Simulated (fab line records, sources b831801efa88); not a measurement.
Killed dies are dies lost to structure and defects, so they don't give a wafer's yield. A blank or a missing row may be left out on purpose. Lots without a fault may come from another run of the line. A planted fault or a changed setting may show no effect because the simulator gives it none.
One fault seen from 2 desks | flow sky130 | each desk has only its own numbers; what lay behind them comes last

THE TOOL OWNER'S DESK: implanter-02
The tool's own readings at SKY_SD_N_IMPLANT_09: means of the sampled wafers that have a number, for each lot that ran on this tool. A lot is out of limits, marked OUT, if its mean lies more than 4 standard deviations from the usual mean; the brackets give that distance.
Columns: A = dose_ions_cm2 at SKY_SD_N_IMPLANT_09, usual 4e+15
lot  | first seen here | A
L192 | day 31 03:28    | 4e+15
L194 | day 31 15:34    | 4e+15
L195 | day 32 00:34    | 4e+15
L202 | day 34 00:59    | 4e+15 (-67) OUT
L203 | day 34 05:47    | 4e+15 (-67) OUT
This desk's finding: out of limits on L202, L203; first on L202, day 34 00:59 (dose_ions_cm2 at SKY_SD_N_IMPLANT_09). In limits: L192, L194, L195.

THE METROLOGY DESK
What the gauges read, lot by lot, whatever tool the lot ran on: means of the sampled wafers that have a number. A lot is out of limits, marked OUT, if its mean lies more than 4 standard deviations from the usual mean; the brackets give that distance.
Columns: A = SD_N_RS at SKY_SD_N_RS_MEAS_16, usual 68.50 ohm/sq; B = cd_nm at SKY_LI_CONTACT_CD_MEAS_12, usual 169.7 nm
lot  | first seen here | A                | B
L188 | day 29 16:56    | 68.34            | 169.0
L189 | day 30 16:34    | 68.43            | 167.5
L192 | day 31 04:08    | 68.67            | 169.8
L194 | day 31 16:15    | 68.61            | 172.7
L195 | day 32 01:14    | 68.43            | 168.8
L197 | day 32 12:15    | 68.47            | 169.8
L200 | day 33 14:50    | 68.47            | 173.4
L202 | day 34 01:41    | 69.12 (+5.7) OUT | 168.9
L203 | day 34 06:29    | 69.12 (+5.7) OUT | 167.9
L204 | day 34 11:33    | 68.54            | 170.2
L205 | day 35 03:06    | 68.54            | 168.6
This desk's finding: out of limits on L202, L203; first on L202, day 34 01:41 (SD_N_RS at SKY_SD_N_RS_MEAS_16). In limits: L188, L189, L192, L194, L195, L197, L200, L204, L205.

PUT TOGETHER
The tool owner's desk could have raised an alarm at day 34 00:59, on L202, L203.
The metrology desk could have raised an alarm at day 34 01:41, on L202, L203.
Of the lots named, all ran SKY_SD_N_IMPLANT_09 on implanter-02.

WHAT THE SIMULATOR HAD PUT IN
Process parameter drift: implanter-02, from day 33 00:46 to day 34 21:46, at SKY_SD_N_IMPLANT_09. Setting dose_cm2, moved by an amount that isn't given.
Lots struck among those shown: L202, L203.
Hours from the fault's start to each desk's first reading out of limits: the tool owner's desk, 24; the metrology desk, 25.
